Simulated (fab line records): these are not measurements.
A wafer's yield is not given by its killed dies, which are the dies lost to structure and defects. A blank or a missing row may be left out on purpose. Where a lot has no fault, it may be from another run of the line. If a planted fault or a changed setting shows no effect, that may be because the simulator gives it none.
The tool behind it: which one? | flow gf180mcu | 30 wafers from 10 lots sampled at 6 of the route's 602 steps

WHAT EACH GAUGE READ, for each wafer
GF_MVPSD_TW_MEAS_11. Usual: MVPSD_TW gives 550 (standard deviation 4.1).
lot  | measured    | on            | MVPSD_TW    | flag
L875 | day 5 01:10 | film_metro-04 | 550 547 550 |
L876 | day 5 06:13 | film_metro-01 | 542 544 543 |
L877 | day 5 12:17 | film_metro-04 | 551 551 553 |
L878 | day 5 16:56 | film_metro-03 | 557 556 558 |
L879 | day 6 02:41 | film_metro-01 | 545 545 546 |
L880 | day 6 08:16 | film_metro-03 | 555 548 553 |
L881 | day 6 12:32 | film_metro-01 | 637 637 638 | OFF
L882 | day 6 20:01 | film_metro-01 | 638 636 638 | OFF
L883 | day 7 01:04 | film_metro-03 | 650 648 646 | OFF
L884 | day 7 06:33 | film_metro-03 | 649 648 650 | OFF

GF_VT_IMPLANT_RS_MEAS_49: the measuring method here is four-point-probe. Usual: MVPSD_RS gives 1168 ohm/sq (standard deviation 3.1).
lot  | measured     | on            | MVPSD_RS (ohm/sq) | flag
L875 | day 7 14:09  | film_metro-01 | 1171 1170 1171    |
L876 | day 7 19:48  | film_metro-01 | 1174 1169 1170    |
L877 | day 8 01:31  | film_metro-01 | 1169 1169 1166    |
L878 | day 8 07:43  | film_metro-04 | 1164 1165 1164    |
L879 | day 8 17:52  | film_metro-03 | 1170 1172 1167    |
L880 | day 9 01:37  | film_metro-01 | 1172 1174 1169    |
L881 | day 9 07:10  | film_metro-03 | 1203 1206 1203    | OFF
L882 | day 9 15:00  | film_metro-01 | 1197 1197 1197    | OFF
L883 | day 9 20:52  | film_metro-01 | 1191 1197 1195    | OFF
L884 | day 10 03:32 | film_metro-03 | 1200 1201 1196    | OFF

EACH LOT AND THE TOOL THAT RAN IT (in order: tool; ch and the chambers of the sampled wafers; start)
lot  | GF_STI_CMP_25                | GF_MVPSD_IMPLANT_09            | GF_MVPSD_STRIP_10                   | GF_VT_IMPLANT_STRIP_09
L875 | cmp-01 ch 0,1,2, day 2 03:34 | implanter-03 ch 0, day 5 00:57 | plasma_asher-01 ch 0,1, day 5 01:05 | plasma_asher-01 ch 0,1, day 5 15:52
L876 | cmp-01 ch 0,3, day 2 08:47   | implanter-01 ch 0, day 5 05:59 | plasma_asher-03 ch 0,1, day 5 06:07 | plasma_asher-04 ch 0,1, day 5 20:26
L877 | cmp-01 ch 2,3, day 2 14:22   | implanter-02 ch 0, day 5 12:02 | plasma_asher-02 ch 0,1, day 5 12:11 | plasma_asher-02 ch 0,1, day 6 02:51
L878 | cmp-01 ch 0,1,2, day 2 17:56 | implanter-03 ch 0, day 5 16:41 | plasma_asher-03 ch 0,1, day 5 16:50 | plasma_asher-02 ch 0,1, day 6 07:44
L879 | cmp-01 ch 0,1,3, day 3 01:28 | implanter-01 ch 0, day 6 02:26 | plasma_asher-03 ch 0,1, day 6 02:35 | plasma_asher-04 ch 0,1, day 6 17:21
L880 | cmp-02 ch 0,1,3, day 3 07:43 | implanter-03 ch 0, day 6 08:02 | plasma_asher-03 ch 0,1, day 6 08:11 | plasma_asher-02 ch 0,1, day 7 00:02
L881 | cmp-02 ch 2,3, day 3 11:40   | implanter-01 ch 0, day 6 12:17 | plasma_asher-03 ch 0,1, day 6 12:26 | plasma_asher-02 ch 0,1, day 7 04:09
L882 | cmp-02 ch 0,2,3, day 3 16:58 | implanter-01 ch 0, day 6 19:47 | plasma_asher-01 ch 0,1, day 6 19:56 | plasma_asher-02 ch 0,1, day 7 11:29
L883 | cmp-01 ch 1,2,3, day 3 20:55 | implanter-02 ch 0, day 7 00:41 | plasma_asher-01 ch 0,1, day 7 00:50 | plasma_asher-01 ch 0,1, day 7 17:00
L884 | cmp-02 ch 0,2,3, day 4 02:26 | implanter-01 ch 0, day 7 06:19 | plasma_asher-01 ch 0,1, day 7 06:26 | plasma_asher-01 ch 0,1, day 7 22:45
- GF_STI_CMP_25: polishes, stops on Si3N4, t overpolish 33 s, target thk 524.6 nm.
- GF_MVPSD_IMPLANT_09
- GF_MVPSD_STRIP_10: strips in O2/N2.
- GF_VT_IMPLANT_STRIP_09: strips in O2/N2.

AS READ BY THE TOOLS THEMSELVES (means over the sampled wafers that have a number; for cases with no such wafer, the mark the record gives instead)
GF_STI_CMP_25. Usual: motor_current_A 12.1 A, standard deviation 0.93; overpolish_run_s 33.001 s, standard deviation 0.0085; retaining_ring_pressure_frac 1.000, standard deviation 0.0049; time_to_endpoint_s 123 s, standard deviation 4.9.
lot  | tool   | motor_current_A (A) | overpolish_run_s (s) | retaining_ring_pressure_frac | time_to_endpoint_s (s) | flag
L875 | cmp-01 | 11.4                | 32.995               | 1.000                        | 123                    |
L876 | cmp-01 | 11.5                | 33.004               | 1.004                        | 119                    |
L877 | cmp-01 | 11.8                | 32.996               | 0.994                        | 123                    |
L878 | cmp-01 | 11.6                | 32.988               | 1.001                        | 127                    |
L879 | cmp-01 | 11.6                | 33.000               | 1.001                        | 122                    |
L880 | cmp-02 | 12.8                | 33.015               | 0.999                        | 124                    |
L881 | cmp-02 | 12.5                | 32.998               | 1.002                        | 119                    |
L882 | cmp-02 | 12.5                | 32.998               | 1.004                        | 124                    |
L883 | cmp-01 | 11.8                | 33.000               | 0.999                        | 126                    |
L884 | cmp-02 | 12.5                | 32.994               | 0.998                        | 123                    |

GF_MVPSD_STRIP_10. Usual: drypump_motor_current_A 5.5 A, standard deviation 0.35; heater_power_w 344 W, standard deviation 71; oes_product_au 0.722 a.u., standard deviation 0.0042; strip_time_to_endpoint_s 36.97 s, standard deviation 0.076.
lot  | tool            | drypump_motor_current_A (A) | heater_power_w (W) | oes_product_au (a.u.) | strip_time_to_endpoint_s (s) | flag
L875 | plasma_asher-01 | 5.6                         | 328                | 0.722                 | 37.00                        |
L876 | plasma_asher-03 | 5.1                         | 415                | 0.725                 | 36.93                        |
L877 | plasma_asher-02 | 5.9                         | 316                | 0.726                 | 36.89                        |
L878 | plasma_asher-03 | 5.2                         | 417                | 0.720                 | 36.83                        |
L879 | plasma_asher-03 | 5.2                         | 417                | 0.723                 | 36.94                        |
L880 | plasma_asher-03 | 5.1                         | 412                | 0.721                 | 36.86                        |
L881 | plasma_asher-03 | 5.1                         | 411                | 0.721                 | 36.96                        |
L882 | plasma_asher-01 | 5.6                         | 320                | 0.726                 | 36.98                        |
L883 | plasma_asher-01 | 5.6                         | 331                | 0.725                 | 37.07                        |
L884 | plasma_asher-01 | 5.7                         | 327                | 0.719                 | 36.94                        |

GF_VT_IMPLANT_STRIP_09. Usual: drypump_motor_current_A 5.7 A, standard deviation 0.5; heater_power_w 334 W, standard deviation 39; oes_product_au 0.716 a.u., standard deviation 0.0049; strip_time_to_endpoint_s 12.64 s, standard deviation 0.038.
lot  | tool            | drypump_motor_current_A (A) | heater_power_w (W) | oes_product_au (a.u.) | strip_time_to_endpoint_s (s) | flag
L875 | plasma_asher-01 | 5.6                         | 318                | 0.714                 | 12.66                        |
L876 | plasma_asher-04 | 5.3                         | 347                | 0.715                 | 12.59                        |
L877 | plasma_asher-02 | 5.9                         | 322                | 0.714                 | 12.69                        |
L878 | plasma_asher-02 | 5.5                         | 356                | 0.716                 | 12.71                        |
L879 | plasma_asher-04 | 5.8                         | 351                | 0.717                 | 12.62                        |
L880 | plasma_asher-02 | 5.5                         | 354                | 0.719                 | 12.63                        |
L881 | plasma_asher-02 | 5.5                         | 347                | 0.716                 | 12.61                        |
L882 | plasma_asher-02 | 5.5                         | 359                | 0.716                 | 12.68                        |
L883 | plasma_asher-01 | 5.7                         | 331                | 0.716                 | 12.60                        |
L884 | plasma_asher-01 | 5.6                         | 319                | 0.720                 | 12.63                        |

THE ANSWER, worked out from the rows above alone
Rule: a lot counts as off when the mean over its wafers that have a number is more than 3 standard deviations away from the usual mean. Also off: a lot with no number at a reading for which 4 or more lots have one. All remaining lots with rows at the step are treated as sound. The gauges are gone through in route order, then the tools' own readings, and for those a lot's mean is taken as printed above. The first step at which some lot is off is used, and at that step the reading that is off furthest; a lot without a number counts as furthest.
Off: L881, L882, L883, L884, at GF_MVPSD_TW_MEAS_11 (MVPSD_TW).
If a tool, at a process step before that reading, ran all the lots that are off and no sound lot after the first of them, it fits. Those tools and the gauges at GF_MVPSD_TW_MEAS_11 are tried in the same way. None of those tried fits.

WHAT HAD BEEN PUT IN BY THE SIMULATOR
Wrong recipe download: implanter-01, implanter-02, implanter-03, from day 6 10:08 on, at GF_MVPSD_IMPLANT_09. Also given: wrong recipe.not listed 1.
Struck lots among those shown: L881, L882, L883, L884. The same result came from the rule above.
